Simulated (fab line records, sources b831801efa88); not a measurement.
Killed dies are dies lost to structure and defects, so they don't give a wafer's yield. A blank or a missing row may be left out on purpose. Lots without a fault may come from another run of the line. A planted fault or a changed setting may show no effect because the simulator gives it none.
fab line records | flow sky130
record lots=6 wafers=18 last_day=50
route steps=708 shown METAL1@441 PAD_OPEN@708
lots that met no fault: from a run of the same line without faults
start_h: hours from the record's first day to the start of the lot's first wafer shown | wait_h: hours since the lot's step before | " the same as in the row above | L1.1+2: a row that stands for several wafers | - no value, or no start given | * or withheld: withheld | < > ~ a bound
route shown NAME@n: a module of which the file shows steps, and the number in the route of the first | usual: mean/standard deviation of fault-free wafers | same: alike in all rows | chamber/n: place in a boat | sites: the reading at each site | _std_site: their standard deviation | _edge_site: outer sites' mean less inner sites' | radius_mm: how far each site lies from the wafer's centre | mask NAME#n: copy n | behind: the tool/chamber that last shaped the wafer | hold: why the lot was held/for how many hours/how that ended | device: the transistor (n, p or np) that didn't switch | end of line: the same wafers' tests at the end of the route | a step without rows: its recipe alone | killed: dies lost to structure and defects at the first sort, not the wafer's yield | map: a wafer's dies, x killed, . not, _ none there
set.NAME: the setting as run; set.NAME@STEP: as run at that earlier step | model.NAME: the simulator's own value behind a step, which no gauge read
lots at some steps of the route; a table a step, a row a wafer
services: from which hour (start_h, from the record's first day; less than 0 if before it) a tool's chamber was out of use, for how many hours, and why
## steps
# step SKY_METAL1_DEHYDRATE_07
# recipe temp_c=200 time_s=60
# step SKY_METAL1_HMDS_08
# recipe prime_time_s=60 prime_temp_c=120
# step SKY_METAL1_COAT_09
# recipe resist=BARC temp_c=withheld time_s=withheld spin_rpm=3000 resist_thk_nm=60
# step SKY_METAL1_COAT_10
# recipe resist=KrF-thick spin_rpm=3000 resist_thk_nm=450
# step SKY_METAL1_SOFTBAKE_11
# recipe temp_c=100 time_s=90 resist=KrF-thick
# step SKY_METAL1_EXPOSE_12
# recipe mask_id=MM1 na=0.8 source_shape=annular sigma_inner=0.55 sigma_outer=0.85 target_cd_nm=140 dose_mj=28
# step SKY_METAL1_PEB_13
# recipe peb_temp_c=withheld peb_time_s=withheld resist=KrF-thick
# step SKY_METAL1_DEVELOP_14
# recipe develop_time_s=60 resist=KrF-thick dev_temp_c=21
# step SKY_METAL1_CD_MEAS_15
# recipe target_cd_nm=140
# usual cd_nm=139.4/1.3
# columns lot.wafer tool chamber start_h wait_h cd_nm
L773.1 cd_sem-01 - 793.60 - 139.9
L773.5 " - " " 139.1
L773.6 " - " " 140.9
L775.1 cd_sem-02 - 814.91 - 139.7
L775.5 " - " " 140.1
L775.6 " - " " 141.1
L776.3 cd_sem-02 - 822.95 - 138.7
L776.5 " - " " 138.1
L776.6 " - " " 139.0
L779.3 cd_sem-02 - 843.09 - 138.8
L779.4 " - " " 138.4
L779.5 " - " " 139.3
L781.1 cd_sem-01 - 861.51 - 137.1
L781.3 " - " " 139.1
L781.6 " - " " 139.4
L790.2 cd_sem-01 - 930.01 - 138.2
L790.3 " - " " 138.6
L790.6 " - " " 135.1
# step SKY_METAL1_OVL_MEAS_16
# usual METAL1_OVL=2/4.9
# columns lot.wafer tool chamber start_h wait_h METAL1_OVL[nm]
L773.1 overlay-02 - 793.72 0.1 8
L773.5 " - " " 5
L773.6 " - " " -1
L775.1 overlay-01 - 815.03 0.1 5
L775.5 " - " " 0
L775.6 " - " " 7
L776.3 overlay-01 - 823.04 0.1 -1
L776.5 " - " " -2
L776.6 " - " " 1
L779.3 overlay-01 - 843.18 0.1 -1
L779.4 " - " " 1
L779.5 " - " " 8
L781.1 overlay-01 - 861.63 0.1 5
L781.3 " - " " 7
L781.6 " - " " 3
L790.2 overlay-01 - 930.11 0.1 -1
L790.3 " - " " -3
L790.6 " - " " 1
# step SKY_METAL1_DESCUM_17
# recipe chemistry=O2 source_power_w=150 bias_power_w=0 pressure_mtorr=10 temp_c=40 time_s=8
# usual drypump_motor_current_A=5.8/0.39 oes_product_au=1.000/0.0076
# columns lot.wafer tool chamber start_h wait_h drypump_motor_current_A oes_product_au rf_hours_counter_h
L773.1 rie_metal-03 0 793.76 0.0 6.1 1.004 9
L773.5 " 0 " " 6.1 0.996 -
L773.6 " 0 " " 6.2 1.006 -
L775.1 rie_metal-03 1 815.07 0.0 5.7 0.999 1
L775.5 " 0 " " 6.1 0.996 -
L775.6 " 1 " " 5.7 1.005 -
L776.3 rie_metal-03 1 823.08 0.0 5.7 1.001 -
L776.5 " 0 " " 6.1 0.999 -
L776.6 " 1 " " 5.7 1.002 -
L779.3 rie_metal-02 1 843.22 0.0 5.3 1.008 -
L779.4 " 0 " " 5.9 1.005 -
L779.5 " 1 " " 5.3 1.002 -
L781.1 rie_metal-01 0 861.67 0.0 5.9 0.998 2
L781.3 " 0 " " 5.9 0.999 -
L781.6 " 1 " " 6.7 1.001 -
L790.2 rie_metal-01 1 930.14 0.0 6.7 1.004 12
L790.3 " 0 " " 5.9 1.003 -
L790.6 " 1 " " 6.7 0.997 -
# step SKY_METAL1_ETCH_18
# recipe chemistry=N2/H2 target=BARC ion_energy_ev=200 bias_w=100 pressure_mtorr=30 n2_flow_sccm=100 h2_flow_sccm=200 icp_w=500 stop_on=SiO2 time_s=45.9 target_depth_a=600
# usual drypump_motor_current_A=5.9/0.39 oes_product_au=0.856/0.0042 throttle_valve_pct=13.224/0.0088
# columns lot.wafer tool chamber start_h wait_h drypump_motor_current_A oes_product_au rf_hours_counter_h throttle_valve_pct
L773.1 rie_metal-03 0 793.82 0.1 6.1 0.857 9 13.216
L773.5 " 0 " " 6.1 0.854 - 13.204
L773.6 " 0 " " 6.1 0.856 - 13.203
L775.1 rie_metal-03 1 815.10 0.0 5.7 0.848 1 13.251
L775.5 " 0 " " 6.1 0.854 - 13.220
L775.6 " 1 " " 5.7 0.852 - 13.230
L776.3 rie_metal-03 1 823.12 0.0 5.7 0.854 - 13.227
L776.5 " 0 " " 6.2 0.853 - 13.220
L776.6 " 1 " " 5.8 0.858 - 13.214
L779.3 rie_metal-02 1 843.26 0.0 5.3 0.850 - 13.223
L779.4 " 0 " " 5.9 0.847 - 13.223
L779.5 " 1 " " 5.3 0.861 - 13.228
L781.1 rie_metal-01 0 861.70 0.0 5.9 0.858 2 13.206
L781.3 " 0 " " 5.9 0.860 - 13.224
L781.6 " 1 " " 6.7 0.851 - 13.230
L790.2 rie_metal-01 1 930.17 0.0 6.7 0.854 12 13.233
L790.3 " 0 " " 5.9 0.854 - 13.224
L790.6 " 1 " " 6.7 0.856 - 13.218
# step SKY_METAL1_METAL_ETCH_19
# recipe target_depth_a=3600 stop_on=SiO2 over_etch_frac=0.3 time_s=78 chemistry=Cl2/BCl3 resist_sidewall_deg=88 pressure_mtorr=10 icp_w=900 bias_w=48.5 Cl2_flow_sccm=60 bcl3_flow_sccm=30
# usual drypump_motor_current_A=5.8/0.39 oes_product_au=0.854/0.006 throttle_valve_pct=22.266/0.0083
# same over_etch_frac=0.3
# columns lot.wafer tool chamber start_h wait_h drypump_motor_current_A oes_product_au rf_hours_counter_h throttle_valve_pct model.KrF-thick_of_METAL1_COAT_10.thk_nm model.METAL1.cd_nm model.SiO2_of_CONTACT_HDPCVD_02.thk_nm
L773.1 rie_metal-03 0 793.95 0.1 6.1 0.855 9 22.257 164.6 139.3 327.9
L773.5 " 0 " " 6.1 0.851 - 22.260 162.3 139.1 326.8
L773.6 " 0 " " 6.1 0.848 - 22.270 166.6 140.7 327
L775.1 rie_metal-03 1 815.16 0.0 5.7 0.854 1 22.269 211.1 142.8 329.8
L775.5 " 0 " " 6.1 0.853 - 22.252 160.4 139.3 326.1
L775.6 " 1 " " 5.7 0.848 - 22.259 210.8 144.3 327.9
L776.3 rie_metal-03 1 823.19 0.1 5.7 0.846 - 22.258 212.8 144.1 329.3
L776.5 " 0 " " 6.1 0.859 - 22.275 162.7 140 325.2
L776.6 " 1 " " 5.7 0.847 - 22.260 213.1 143.8 329
L779.3 rie_metal-02 1 843.33 0.1 5.3 0.855 - 22.265 151.5 139.6 326.8
L779.4 " 0 " " 5.9 0.859 - 22.262 153.5 138.3 325.5
L779.5 " 1 " " 5.3 0.848 - 22.275 152.8 140.7 325.5
L781.1 rie_metal-01 0 861.76 0.0 5.9 0.853 2 22.265 160.9 136.7 327
L781.3 " 0 " " 5.9 0.852 - 22.267 156.7 139.3 325.9
L781.6 " 1 " " 6.6 0.868 - 22.264 158.5 140.2 328.1
L790.2 rie_metal-01 1 930.24 0.0 6.7 0.842 12 22.273 160.2 139.2 326.4
L790.3 " 0 " " 5.9 0.842 - 22.265 164.5 136.2 326.1
L790.6 " 1 " " 6.7 0.840 - 22.256 160.6 136.4 326.3
# step SKY_METAL1_STRIP_20
# recipe chemistry=O2/N2 power_w=1400 pressure_mtorr=1500 platen_temp_c=withheld o2_flow_sccm=3000 n2_flow_sccm=300 overash_fraction=0.5
# usual drypump_motor_current_A=5.5/0.42 oes_product_au=0.343/0.0048 strip_time_to_endpoint_s=2.70/0.043
# columns lot.wafer tool chamber start_h wait_h drypump_motor_current_A oes_product_au rf_hours_counter_h strip_time_to_endpoint_s
L773.1 plasma_asher-04 1 794.13 0.1 5.0 0.344 5 2.76
L773.5 " 0 " " 5.6 0.344 - 2.74
L773.6 " 1 " " 4.9 0.343 - 2.79
L775.1 plasma_asher-03 1 815.25 0.1 5.4 0.361 68 3.27
L775.5 " 1 " " 5.4 0.346 - 2.71
L775.6 " 0 " " 6.1 0.362 - 3.26
L776.3 plasma_asher-01 1 823.29 0.1 6.0 0.364 - 3.27
L776.5 " 1 " " 6.1 0.346 - 2.73
L776.6 " 0 " " 5.2 0.368 - 3.29
L779.3 plasma_asher-03 1 843.43 0.1 5.4 0.341 - 2.62
L779.4 " 0 " " 6.1 0.335 - 2.66
L779.5 " 0 " " 6.1 0.332 - 2.64
L781.1 plasma_asher-04 1 861.85 0.1 5.0 0.347 13 2.73
L781.3 " 1 " " 4.9 0.338 - 2.68
L781.6 " 0 " " 5.6 0.343 - 2.69
L790.2 plasma_asher-01 0 930.33 0.1 5.2 0.345 49 2.71
L790.3 " 0 " " 5.2 0.347 - 2.74
L790.6 " 1 " " 6.0 0.343 - 2.71
# step SKY_METAL1_STRIP_21
# recipe chemistry=post_etch_residue_remover time_s=1200 temp_c=72.5
# step SKY_PAD_OPEN_PROBE_99
# columns lot.wafer tool chamber start_h wait_h model.etest.met1.width_nm model.etest.met1_comb.leak_log10_a_um model.etest.met1.line_ohm_um
L773.1 prober-01 - 1098.42 0.1 139.9 -12.04 0.9173
L773.5 prober-01 - 1098.62 0.2 139.9 -12.03 0.9225
L773.6 prober-01 - 1098.67 0.2 138.2 -12.06 0.9332
L775.1 prober-01 - 1117.23 0.1 140.1 -7.987 0.93
L775.5 prober-01 - 1117.43 0.2 141.3 -11.96 0.9181
L775.6 prober-01 - 1117.48 0.2 144.9 -7.466 0.8859
L779.3 prober-01 - 1137.03 0.2 139.3 -11.88 0.9236
L779.4 prober-01 - 1137.08 0.2 135.8 -11.99 0.952
L779.5 prober-01 - 1137.13 0.2 139.8 -11.85 0.912
L781.1 prober-01 - 1149.34 0.1 133.9 -12.15 0.9533
L781.3 prober-01 - 1149.44 0.2 139.1 -12.02 0.9338
L781.6 prober-01 - 1149.59 0.2 140.1 -12.05 0.8993
L790.2 prober-02 - 1195.23 0.1 142 -12.2 0.9206
L790.3 prober-02 - 1195.28 0.2 134 -12.04 0.9804
L790.6 prober-02 - 1195.43 0.2 140.2 -11.97 0.9251
# killed by level:class
L773.1 VIA1:geometric_particle:open=11 VIA3:geometric_particle:open=11 CONTACT:geometric_particle:open=7 FIELD_ISO:geometric_particle:short=5 CONTACT:geometric_particle:short=5 METAL1:geometric_particle:short=5 LI_CONTACT:geometric_particle:short=4 LI_CONTACT:geometric_particle:open=4
L773.5 LI_CONTACT:geometric_particle:open=11 CONTACT:geometric_particle:open=7 VIA1:geometric_particle:short=6 METAL3:geometric_particle:short=5 VIA3:geometric_particle:open=5 METAL1:geometric_particle:short=4 FIELD_ISO:geometric_particle:open=3 POLY_GATE:geometric_particle:short=3
L773.6 VIA1:geometric_particle:open=13 LOCAL_INTERCONNECT:geometric_particle:short=7 VIA2:geometric_particle:open=6 CONTACT:geometric_particle:short=6 CONTACT:geometric_particle:open=6 VIA3:geometric_particle:open=6 VIA2:geometric_particle:short=6 FIELD_ISO:geometric_particle:open=5
L779.3 CONTACT:geometric_particle:open=8 VIA2:geometric_particle:open=8 CONTACT:geometric_particle:short=6 VIA3:geometric_particle:short=6 VIA3:geometric_particle:open=5 LI_CONTACT:geometric_particle:open=4 FIELD_ISO:geometric_particle:open=3 LOCAL_INTERCONNECT:geometric_particle:short=3
L779.4 VIA1:geometric_particle:open=9 VIA2:geometric_particle:open=9 CONTACT:geometric_particle:short=7 CONTACT:geometric_particle:open=7 POLY_GATE:geometric_particle:open=5 METAL1:geometric_particle:short=5 VIA2:geometric_particle:short=5 VIA3:geometric_particle:open=5
L779.5 VIA1:geometric_particle:open=13 LI_CONTACT:geometric_particle:open=8 CONTACT:geometric_particle:open=8 METAL2:geometric_particle:short=6 LI_CONTACT:geometric_particle:short=5 CONTACT:geometric_particle:short=5 METAL1:geometric_particle:short=5 VIA2:geometric_particle:open=5
L781.1 VIA1:geometric_particle:open=15 LI_CONTACT:geometric_particle:open=9 CONTACT:geometric_particle:open=8 VIA2:geometric_particle:open=6 POLY_GATE:geometric_particle:open=5 METAL2:geometric_particle:short=5 FIELD_ISO:geometric_particle:short=4 POLY_GATE:geometric_particle:short=4
L781.3 VIA1:geometric_particle:open=13 FIELD_ISO:geometric_particle:short=6 METAL1:geometric_particle:short=6 VIA2:geometric_particle:open=5 POLY_GATE:geometric_particle:open=5 METAL4:geometric_particle:short=5 METAL2:geometric_particle:short=5 LI_CONTACT:geometric_particle:short=4
L781.6 LI_CONTACT:geometric_particle:open=10 CONTACT:geometric_particle:open=7 FIELD_ISO:geometric_particle:short=6 POLY_GATE:geometric_particle:open=6 VIA1:geometric_particle:open=6 FIELD_ISO:geometric_particle:open=4 METAL2:geometric_particle:short=4 VIA2:geometric_particle:open=4
L790.2 VIA1:geometric_particle:open=10 METAL1:geometric_particle:short=7 VIA3:geometric_particle:open=7 VIA2:geometric_particle:open=6 LI_CONTACT:geometric_particle:open=6 CONTACT:geometric_particle:open=6 FIELD_ISO:geometric_particle:open=5 VIA2:geometric_particle:short=5
L790.3 VIA1:geometric_particle:open=10 VIA3:geometric_particle:open=8 CONTACT:geometric_particle:open=7 VIA1:geometric_particle:short=5 FIELD_ISO:geometric_particle:open=5 FIELD_ISO:geometric_particle:short=5 CONTACT:geometric_particle:short=5 METAL1:geometric_particle:short=5
L790.6 VIA1:geometric_particle:open=15 CONTACT:geometric_particle:open=13 VIA2:geometric_particle:open=7 FIELD_ISO:geometric_particle:open=6 FIELD_ISO:geometric_particle:short=6 POLY_GATE:geometric_particle:open=5 VIA1:geometric_particle:short=5 METAL1:geometric_particle:short=5
## services
# columns tool chamber start_h hours kind
rie_metal-03 1 773.66 - clean
rie_metal-03 1 773.66 26.9 scheduled_down
rie_metal-03 1 773.66 26.9 vent_cycle
plasma_asher-01 - 782.57 7.4 repair
rie_metal-01 0 795.18 - clean
rie_metal-01 0 795.18 16.7 scheduled_down
rie_metal-01 0 795.18 16.7 vent_cycle
rie_metal-02 0 795.74 - clean
rie_metal-02 0 795.74 28.2 scheduled_down
rie_metal-02 0 795.74 28.2 vent_cycle
plasma_asher-03 - 819.67 14.9 repair
plasma_asher-04 - 834.06 1.3 repair
plasma_asher-01 - 846.64 14.6 pm
rie_metal-01 - 907.50 1.4 pm
plasma_asher-01 - 910.44 2.8 pm
## key
first_sign step=SKY_METAL1_STRIP_20 reading=strip_time_to_endpoint_s direction=up sigmas=13 usual=* struck=*
effect step=SKY_METAL1_STRIP_20 reading=oes_product_au direction=up sigmas=4.4 usual=0.343 struck=0.364
model_effect step=SKY_METAL1_METAL_ETCH_19 value=KrF-thick_of_METAL1_COAT_10.thk_nm without=160.9 struck=212
model_effect step=SKY_PAD_OPEN_PROBE_99 value=etest.met1.width_nm without=136.6 struck=142.5
met_at SKY_METAL1_METAL_ETCH_19
struck_wafers L775.1,L775.6,L776.3,L776.6
sort_left_out L775.1,L775.6,L776.3,L776.6
onset_between 793.95 815.16
fault kind=process_parameter_drift tool=rie_metal-03 chamber=- onset_h=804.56 steps=SKY_METAL1_METAL_ETCH_19 channel=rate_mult offset=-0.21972 shape=step end_h=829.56 scope=struck_wafers_only
# sort_left_out: the simulated sort isn't trusted on such a fault, so these wafers' sort isn't shown, and their yield isn't known
